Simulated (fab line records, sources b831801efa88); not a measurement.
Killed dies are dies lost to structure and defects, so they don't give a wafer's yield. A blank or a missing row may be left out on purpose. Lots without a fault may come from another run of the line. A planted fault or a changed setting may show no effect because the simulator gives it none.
One fault seen from 2 desks | flow gf180mcu | each desk has only its own numbers; what lay behind them comes last

THE METROLOGY DESK
What the gauges read, lot by lot, whatever tool the lot ran on: means of the sampled wafers that have a number. A lot is out of limits, marked OUT, if its mean lies more than 4 standard deviations from the usual mean; the brackets give that distance.
Columns: A = DUAL_GATE_OXIDATION_00_THK at GF_DUAL_GATE_THK_MEAS_03, usual 10.94 nm; B = DUAL_GATE_OVL at GF_DUAL_GATE_OVL_MEAS_11, usual -0.1 nm
lot  | first seen here | A               | B
L164 | day 8 06:04     | 11.06           | -0.0
L168 | day 9 10:58     | 9.54 (-7.0) OUT | 0.8
L170 | day 9 20:11     | 9.31 (-8.1) OUT | -0.3
L172 | day 10 12:34    | 9.23 (-8.6) OUT | -2.1
L175 | day 11 05:13    | 11.07           | -2.1
L177 | day 11 19:51    | 10.71           | -1.9
L180 | day 12 15:09    | 11.00           | -0.7
L181 | day 12 23:23    | 10.83           | 3.0
L182 | day 13 07:33    | 10.59           | 0.7
L183 | day 13 18:11    | 10.97           | 0.9
L184 | day 13 22:31    | 11.25           | 0.3
L185 | day 14 05:22    | 11.03           | -1.7
This desk's finding: out of limits on L168, L170, L172; first on L168, day 9 10:58 (DUAL_GATE_OXIDATION_00_THK at GF_DUAL_GATE_THK_MEAS_03). In limits: L164, L175, L177, L180, L181, L182, L183, L184, L185.

THE TOOL OWNER'S DESK: furnace-01
The tool's own readings at GF_DUAL_GATE_OXIDATION_02 (stabilise 600 s, purge 300 s, target thk 10.887 nm): means of the sampled wafers that have a number, for each lot that ran on this tool. A lot is out of limits, marked OUT, if its mean lies more than 4 standard deviations from the usual mean; the brackets give that distance.
Columns: A = spike_tc_bottom_C at GF_DUAL_GATE_OXIDATION_02, usual 921.9 C; B = spike_tc_lower_C at GF_DUAL_GATE_OXIDATION_02, usual 899.7 C
lot  | first seen here | A     | B
L164 | day 8 04:37     | 920.7 | 899.3
L168 | day 9 09:31     | 919.9 | 899.0
L170 | day 9 18:44     | 920.8 | 899.3
L172 | day 10 11:07    | 921.9 | 899.2
L183 | day 13 16:44    | 920.1 | 898.0
L184 | day 13 21:04    | 921.4 | 897.9
L185 | day 14 03:56    | 920.6 | 898.8
This desk's finding: nothing out of limits on any of the 7 lots.

PUT TOGETHER
The metrology desk could have raised an alarm at day 9 10:58, on L168, L170, L172.
The tool owner's desk saw nothing out of limits.
The tool owner's desk has L168, L170, L172 on record, within its limits.
Of the lots named, all ran GF_DUAL_GATE_OXIDATION_02 on furnace-01.

WHAT THE SIMULATOR HAD PUT IN
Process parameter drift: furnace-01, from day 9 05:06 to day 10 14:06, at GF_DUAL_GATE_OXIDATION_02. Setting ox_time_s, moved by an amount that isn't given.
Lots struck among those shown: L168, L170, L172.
Hours from the fault's start to each desk's first reading out of limits: the metrology desk, 6.
